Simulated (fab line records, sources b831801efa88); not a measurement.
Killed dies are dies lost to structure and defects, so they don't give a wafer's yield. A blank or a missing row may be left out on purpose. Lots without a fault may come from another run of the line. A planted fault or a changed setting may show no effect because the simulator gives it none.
Chamber matching | flow gf180mcu | GF_MIM_CVD_05 on pecvd-01: 3 sister chambers
The step deposits Si3N4, target thk 42 nm, time 29.086 s. 3 wafers are shown with their chamber, then 7 later ones without.

WAFERS WITH THEIR CHAMBER
wafer  | chamber | heater_power_w (W)
L635.2 | 0       | 601
L640.1 | 2       | 691
L640.5 | 1       | 810

WAFERS WITHOUT THEIR CHAMBER
wafer  | heater_power_w (W)
L640.6 | 688
L643.3 | 784
L643.4 | 615
L643.6 | 775
L651.1 | 783
L651.5 | 776
L651.6 | 686

WHICH CHAMBER EACH WENT THROUGH
wafer  | from the rows above | in truth
L640.6 | 2                   | 2
L643.3 | 1                   | 1
L643.4 | 0                   | 0
L643.6 | 1                   | 1
L651.1 | 1                   | 1
L651.5 | 1                   | 1
L651.6 | 2                   | 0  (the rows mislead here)
Placed correctly: 6 of 7. Can't be placed from these rows: 0. Placed wrongly: 1.
How it was worked out, from the rows above alone: a wafer's distance from a chamber is the root of the sum, over the readings, of the square of ((its reading less the chamber's mean) divided by the reading's scatter). The wafer belongs to the nearest chamber; if the next one is less than 2 further off, it can't be placed. A chamber's mean is the mean of its shown wafers. The scatter: with one shown wafer a chamber, the root of the mean of the squares of how far each hidden wafer lies from its nearest shown one.
